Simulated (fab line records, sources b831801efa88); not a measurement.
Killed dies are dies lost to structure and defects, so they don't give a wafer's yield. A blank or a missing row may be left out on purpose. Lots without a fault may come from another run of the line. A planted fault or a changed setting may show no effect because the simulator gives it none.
Chamber matching | flow gf180mcu | GF_POLY_GATE_ETCH_13 on rie_si-01: 4 sister chambers
The step etches poly-Si in HBr/Cl2, stops on SiO2, target depth 198.5 nm, time 69.6 s. 4 wafers are shown with their chamber, then 10 later ones without.

WAFERS WITH THEIR CHAMBER
wafer  | chamber | drypump_motor_current_A (A)
L949.1 | 2       | 5.2
L949.3 | 0       | 5.6
L954.2 | 1       | 5.8
L954.5 | 3       | 5.2

WAFERS WITHOUT THEIR CHAMBER
wafer  | drypump_motor_current_A (A)
L954.6 | 5.2
L959.2 | 5.7
L959.5 | 5.6
L959.6 | 5.2
L961.1 | 5.2
L961.3 | 5.2
L961.5 | 5.8
L962.1 | 5.2
L962.2 | 5.8
L962.5 | 5.2

WHICH CHAMBER EACH WENT THROUGH
wafer  | from the rows above     | in truth
L954.6 | can't be placed: 2 or 3 | 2
L959.2 | can't be placed: 1 or 0 | 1
L959.5 | 0                       | 0
L959.6 | can't be placed: 2 or 3 | 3
L961.1 | can't be placed: 2 or 3 | 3
L961.3 | can't be placed: 2 or 3 | 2
L961.5 | 1                       | 1
L962.1 | can't be placed: 2 or 3 | 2
L962.2 | 1                       | 1
L962.5 | can't be placed: 2 or 3 | 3
Placed correctly: 3 of 10. Can't be placed from these rows: 7 (the true chamber is among the candidates in 7). Placed wrongly: 0.
How it was worked out, from the rows above alone: a wafer's distance from a chamber is the root of the sum, over the readings, of the square of ((its reading less the chamber's mean) divided by the reading's scatter). The wafer belongs to the nearest chamber; if the next one is less than 2 further off, it can't be placed. A chamber's mean is the mean of its shown wafers. The scatter: with one shown wafer a chamber, the root of the mean of the squares of how far each hidden wafer lies from its nearest shown one.
